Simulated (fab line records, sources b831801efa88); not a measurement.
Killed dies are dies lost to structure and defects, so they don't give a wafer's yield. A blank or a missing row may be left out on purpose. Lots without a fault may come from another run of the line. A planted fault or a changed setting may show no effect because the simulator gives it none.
Which tool did it? | flow gf180mcu | 13 lots, 39 wafers sampled, at 4 steps of a route of 602

WHAT THE GAUGES READ, wafer by wafer
GF_V3_RS_MEAS_24: measures by four-point-probe.
lot  | measured     | on            | V3_W_RS (ohm/sq)
L830 | day 22 14:32 | film_metro-02 | 0.326 0.329 0.326
L831 | day 22 21:16 | film_metro-04 | 0.335 0.332 0.333
L832 | day 22 23:59 | film_metro-04 | 0.329 0.331 0.328
L834 | day 23 13:11 | film_metro-02 | 0.331 0.332 0.331
L836 | day 24 19:58 | film_metro-02 | 0.328 0.330 0.326
L838 | day 25 05:40 | film_metro-03 | 0.331 0.330 0.330
L840 | day 26 05:35 | film_metro-02 | 0.327 0.329 0.329
L842 | day 26 09:11 | film_metro-02 | 0.325 0.328 0.327
L843 | day 26 12:00 | film_metro-04 | 0.328 0.332 0.330
L844 | day 27 05:09 | film_metro-03 | 0.331 0.328 0.333
L846 | day 27 19:34 | film_metro-04 | 0.331 0.332 0.335
L847 | day 28 12:48 | film_metro-04 | 0.327 0.329 0.326
L849 | day 28 14:07 | film_metro-04 | 0.330 0.331 0.329

GF_M4_THK_MEAS_06: measures by xrf.
lot  | measured     | on            | M4_ALCU_THK (nm)
L830 | day 22 15:20 | film_metro-01 | 440 440 438
L831 | day 22 22:08 | film_metro-01 | 440 432 438
L832 | day 23 00:47 | film_metro-04 | 440 441 442
L834 | day 23 13:59 | film_metro-01 | 445 436 440
L836 | day 24 20:47 | film_metro-03 | 442 441 444
L838 | day 25 06:29 | film_metro-01 | 436 432 440
L840 | day 26 06:25 | film_metro-04 | 444 442 444
L842 | day 26 10:01 | film_metro-04 | 450 449 452
L843 | day 26 12:49 | film_metro-04 | 449 433 442
L844 | day 27 05:57 | film_metro-03 | 444 447 443
L846 | day 27 21:40 | film_metro-04 | 442 444 445
L847 | day 28 13:49 | film_metro-04 | 442 437 441
L849 | day 28 15:00 | film_metro-01 | 435 431 439

GF_M4_OVL_MEAS_15.
lot  | measured     | on         | M4_OVL (nm)
L830 | day 23 13:31 | overlay-01 | 5 4 9
L831 | day 23 20:56 | overlay-02 | 10 16 8
L832 | day 23 22:55 | overlay-01 | 6 4 9
L834 | day 24 11:53 | overlay-01 | 8 2 6
L836 | day 25 17:57 | overlay-02 | 5 8 6
L838 | day 26 03:56 | overlay-01 | 1 1 -3
L840 | day 27 03:01 | overlay-02 | 5 4 5
L842 | day 27 06:34 | overlay-01 | 9 8 7
L843 | day 27 08:43 | overlay-02 | 4 1 9
L844 | day 28 01:44 | overlay-02 | 2 -1 1
L846 | day 28 16:38 | overlay-02 | 3 -1 8
L847 | day 29 08:43 | overlay-02 | 17 21 20
L849 | day 29 10:36 | overlay-01 | 5 12 6

WHICH TOOL RAN EACH LOT (tool, then ch and the chambers of the sampled wafers, then the start)
lot  | GF_M4_EXPOSE_11
L830 | krf_scanner-01 ch 0, day 23 02:19
L831 | krf_scanner-02 ch 0, day 23 09:30
L832 | krf_scanner-01 ch 0, day 23 11:56
L834 | krf_scanner-01 ch 0, day 24 00:57
L836 | krf_scanner-02 ch 0, day 25 06:51
L838 | krf_scanner-01 ch 0, day 25 17:38
L840 | krf_scanner-01 ch 0, day 26 17:40
L842 | krf_scanner-02 ch 0, day 26 20:30
L843 | krf_scanner-02 ch 0, day 26 22:52
L844 | krf_scanner-02 ch 0, day 27 16:02
L846 | krf_scanner-02 ch 0, day 28 07:15
L847 | krf_scanner-02 ch 0, day 28 23:02
L849 | krf_scanner-02 ch 0, day 29 00:48
- GF_M4_EXPOSE_11: exposes mask Metal4, target cd 280 nm.

WHAT THE TOOLS THEMSELVES READ (means of the sampled wafers that have a number; where no wafer has one, the mark that the record gives instead)
GF_M4_EXPOSE_11.
lot  | tool           | exposure_dose_mJ_cm2 | focus_offset_nm (nm)
L830 | krf_scanner-01 | 27.922               | -0.9
L831 | krf_scanner-02 | 27.928               | -0.5
L832 | krf_scanner-01 | 27.938               | -0.0
L834 | krf_scanner-01 | 27.942               | 0.0
L836 | krf_scanner-02 | 27.967               | 0.1
L838 | krf_scanner-01 | 28.716               | -0.2
L840 | krf_scanner-01 | 28.551               | -0.6
L842 | krf_scanner-02 | 27.932               | 0.2
L843 | krf_scanner-02 | 27.947               | 0.7
L844 | krf_scanner-02 | 27.976               | 0.3
L846 | krf_scanner-02 | 27.963               | 1.0
L847 | krf_scanner-02 | 27.911               | -0.1
L849 | krf_scanner-02 | 27.940               | -0.8

THE ANSWER, worked out from the rows above alone
Rule: what is usual is taken from the lots themselves. Put in order of their means at a reading, lots are off if they are a third of the lots or fewer, leave a main group of 4 or more, and stand apart from it by a gap of 3 or more times the standard deviation of the main group's means; of several such gaps the widest counts. A main group whose means are all the same, to the digits that the tables above print for the reading, isn't used. A lot without any number at a reading at which 4 lots or more have one is off too. The other lots that the step has rows for count as sound. The gauges are gone through in route order, then the tools' own readings, and for those a lot's mean is taken as printed above. The first step at which some lot is off is used, and at that step the reading that is off furthest; a lot without a number counts as furthest.
Off: L838, L840, at GF_M4_EXPOSE_11 (exposure_dose_mJ_cm2). The main group: mean 27.942, standard deviation 0.019.
A tool fits if, at that step or a process step before it, it ran every lot that is off, and no sound lot after the first of them. One fits: krf_scanner-01 at GF_M4_EXPOSE_11. Its last sound lot is L834 (day 24 00:57), its first lot that is off L838 (day 25 17:38): a fault that began between those two fits.
The tool's own readings at GF_M4_EXPOSE_11 bear it out: on the lots that are off they differ by more than 5 times the standard deviation of the sound lots' means. exposure_dose_mJ_cm2 reads 28.633 there against 27.942 on the sound lots.

WHAT THE SIMULATOR HAD PUT IN
Process parameter drift: krf_scanner-01, from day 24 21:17 on, at GF_M4_EXPOSE_11. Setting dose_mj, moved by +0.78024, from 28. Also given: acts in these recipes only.
Lots struck among those shown: L838, L840. The rule above found the same.
